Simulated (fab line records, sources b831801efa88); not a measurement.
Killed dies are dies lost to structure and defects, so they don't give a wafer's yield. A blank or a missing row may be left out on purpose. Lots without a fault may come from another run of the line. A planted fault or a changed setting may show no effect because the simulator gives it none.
A struck lot beside a sound one | flow sky130 | 44 steps out of a route of 708
Sound: wafers L840.2, L840.5, L840.6. Struck: wafers L848.2, L848.3, L848.5. The cause comes at the end.
At each step with rows: each side's tool, then ch and its chambers, then its first start. Under that, the readings that differ: sound wafers | struck wafers | difference of the means | sigmas: that difference in standard deviations of wafers without a fault.
alike: readings whose means differ by less than 2 such deviations, and words and numbers that are the same on both sides. not compared: withheld readings, readings that some wafer has no value for, bounds like >300 that may hide the same value, and numbers for which the record gives no deviation and whose values overlap.
The two part at a step that has a row with sigmas, a row that says differs or no value, or rows on one side only. Numbers that don't overlap but have no deviation are shown without sigmas and don't part them. A reading that every wafer of one side lacks parts them only if that side has two wafers or more.

first, 5 steps without rows for these wafers: SKY_VIA3_STRIP_17 (strips in post etch residue remover, time 1200 s); SKY_VIA3_CLEAN_18 (cleans in IPA, time 180 s); SKY_VIA3_CLEAN_19 (cleans in O3/DIW); SKY_VIA3_SPUTTER_20 (material TiN, target thk 20 nm, time 80 s); SKY_VIA3_CVD_21 (deposits W, target thk 390 nm, time 117.31 s).
SKY_VIA3_RS_MEAS_22: measures by four-point-probe.
  sound on film_metro-01, day 40 12:51; struck on film_metro-03, day 43 02:43
  alike: VIA3_W_RS
SKY_VIA3_THK_MEAS_23: measures by xrf.
  sound on film_metro-01, day 40 12:58; struck on film_metro-03, day 43 02:50
  alike: VIA3_W_THK
SKY_VIA3_CMP_24: polishes, stops on SiO2, t overpolish 20 s, target thk 0 nm.
  sound on cmp-02 ch 0,3, day 40 13:01; struck on cmp-02 ch 1,2,3, day 43 02:59
  alike: head_pressure_psi, motor_current_A, overpolish_run_s, retaining_ring_pressure_frac, time_to_endpoint_s
then, 2 steps without rows for these wafers: SKY_METAL4_SPUTTER_00 (material Ti, target thk 15 nm, time 10 s); SKY_METAL4_SPUTTER_01 (material TiN, target thk 20 nm, time 16.7 s).
SKY_METAL4_SPUTTER_02: material AlCu, target thk 735 nm, time 39.1 s.
  sound on pvd_sputter-01, day 40 13:21; struck on pvd_sputter-01, day 43 03:14
  alike: throttle_valve_pct
SKY_METAL4_SPUTTER_03: material Ti, target thk 5 nm, time 3.3 s.
  sound on pvd_sputter-01, day 40 13:23; struck on pvd_sputter-01, day 43 03:16
  alike: throttle_valve_pct
SKY_METAL4_SPUTTER_04: material TiN, target thk 70 nm, time 58.3 s.
  sound on pvd_sputter-01, day 40 13:25; struck on pvd_sputter-01, day 43 03:17
  reading                                    | sound             | struck            | difference | sigmas
  model.TiN_of_METAL4_SPUTTER_04.thk_nm (nm) | 70.44 69.76 70.73 | 104.8 104.9 105.2 | +34.7      |
  alike: throttle_valve_pct
then, 1 step without rows for these wafers: SKY_CAP2M_CVD_00 (deposits SiO2, target thk 15.5 nm).
SKY_CAP2M_THK_MEAS_01:
  sound on film_metro-04, day 40 13:29; struck on film_metro-02, day 43 03:22
  alike: CAP2M_CVD_00_THK
then, 1 step without rows for these wafers: SKY_CAP2M_SPUTTER_02 (material TiN, target thk 200 nm, time 166.7 s).
SKY_CAP2M_RS_MEAS_03: measures by four-point-probe.
  sound on film_metro-02, day 40 13:40; struck on film_metro-03, day 43 03:33
  alike: CAP2M_TIN_RS
SKY_CAP2M_THK_MEAS_04: measures by xrf.
  sound on film_metro-02, day 40 13:47; struck on film_metro-03, day 43 03:40
  reading            | sound             | struck            | difference | sigmas
  CAP2M_TIN_THK (nm) | 194.3 192.4 191.7 | 198.6 199.3 199.4 | +6.3       | +2
then, 7 steps without rows for these wafers: SKY_CAP2M_DEHYDRATE_05 (time 60 s); SKY_CAP2M_HMDS_06 (prime time 60 s); SKY_CAP2M_COAT_07 (resist thk 1140 nm); SKY_CAP2M_SOFTBAKE_08 (time 60 s); SKY_CAP2M_EXPOSE_09 (exposes mask CAP2M, target cd 1000 nm); SKY_CAP2M_PEB_10; SKY_CAP2M_DEVELOP_11 (develop time 60 s).
SKY_CAP2M_OVL_MEAS_12:
  sound on overlay-02, day 41 13:53; struck on overlay-01, day 44 02:14
  reading        | sound       | struck        | difference | sigmas
  CAP2M_OVL (nm) | 3.0 1.2 2.6 | -2.1 -0.7 0.5 | -3.0       | -2
then, 1 step without rows for these wafers: SKY_CAP2M_METAL_ETCH_13 (etches TiN in Cl2/BCl3, stops on SiO2, target depth 220 nm, time 62.9 s).
SKY_CAP2M_STRIP_14: strips in O2/N2.
  sound on plasma_asher-03 ch 0,1, day 41 14:00; struck on plasma_asher-04 ch 0,1, day 44 02:20
  alike: drypump_motor_current_A, oes_product_au, strip_time_to_endpoint_s
  not compared: rf_hours_counter_h
then, 11 steps without rows for these wafers: SKY_CAP2M_STRIP_15 (strips in post etch residue remover, time 1200 s); SKY_CAP2M_CLEAN_16 (cleans in IPA, time 180 s); SKY_CAP2M_CLEAN_17 (cleans in O3/DIW); SKY_METAL4_DEHYDRATE_05 (time 60 s); SKY_METAL4_HMDS_06 (prime time 60 s); SKY_METAL4_COAT_07 (resist thk 60 nm); SKY_METAL4_COAT_08 (resist thk 1140 nm); SKY_METAL4_SOFTBAKE_09 (time 90 s); SKY_METAL4_EXPOSE_10 (exposes mask MM4, target cd 300 nm); SKY_METAL4_PEB_11; SKY_METAL4_DEVELOP_12 (develop time 60 s).
SKY_METAL4_CD_MEAS_13: target cd 300 nm.
  sound on cd_sem-02, day 42 14:46; struck on cd_sem-01, day 45 01:39
  reading    | sound             | struck            | difference | sigmas
  cd_nm (nm) | 298.6 298.6 298.1 | 302.7 302.0 301.0 | +3.5       | +3
SKY_METAL4_OVL_MEAS_14:
  sound on overlay-01, day 42 14:52; struck on overlay-01, day 45 01:46
  alike: METAL4_OVL
SKY_METAL4_DESCUM_15: chemistry O2, time 8 s.
  sound on rie_metal-04 ch 0,1, day 42 14:53; struck on rie_metal-04 ch 0,1, day 45 01:47
  alike: drypump_motor_current_A, oes_product_au
  not compared: rf_hours_counter_h
SKY_METAL4_METAL_ETCH_18: etches the open film in Cl2/BCl3, stops on SiO2, target depth 845 nm, time 183.1 s.
  sound on rie_metal-03 ch 0,1, day 42 15:02; struck on rie_metal-03 ch 0,1, day 45 01:56
  reading               | sound             | struck            | difference | sigmas
  oes_product_au (a.u.) | 0.874 0.868 0.871 | 0.888 0.890 0.886 | +0.017     | +3
  alike: drypump_motor_current_A, throttle_valve_pct
  not compared: rf_hours_counter_h
-- the record jumps here: 4 days lie between the struck wafers' starts before and after (it left off in module METAL4 and takes up again in module PAD_OPEN, whose first step shown is number 708 of the route) --
SKY_PAD_OPEN_PROBE_99:
  sound on prober-02, day 46 14:18; struck on prober-02, day 48 16:33
  reading                       | sound                | struck              | difference | sigmas
  model.etest.via4_chain.rc_ohm | 0.7919 0.8173 0.7955 | 0.836 0.8277 0.8486 | +0.036     |
  alike: defect_limited_yield, killed_at_M0_to_M3, killed_at_M4_up, killed_at_contacts, killed_at_front_end, killed_at_other, killed_dies, killed_open, killed_short, sort_bin_3_pad_short, sort_bin_5_function, sort_bin_6_memory, sort_n_pass, sort_yield_pct

WHERE THEY PART
First at SKY_CAP2M_THK_MEAS_04; last, within this record, at SKY_METAL4_METAL_ETCH_18. Later steps at which nothing parts them and some readings are alike: SKY_PAD_OPEN_PROBE_99.

WHY: what the simulator had put in
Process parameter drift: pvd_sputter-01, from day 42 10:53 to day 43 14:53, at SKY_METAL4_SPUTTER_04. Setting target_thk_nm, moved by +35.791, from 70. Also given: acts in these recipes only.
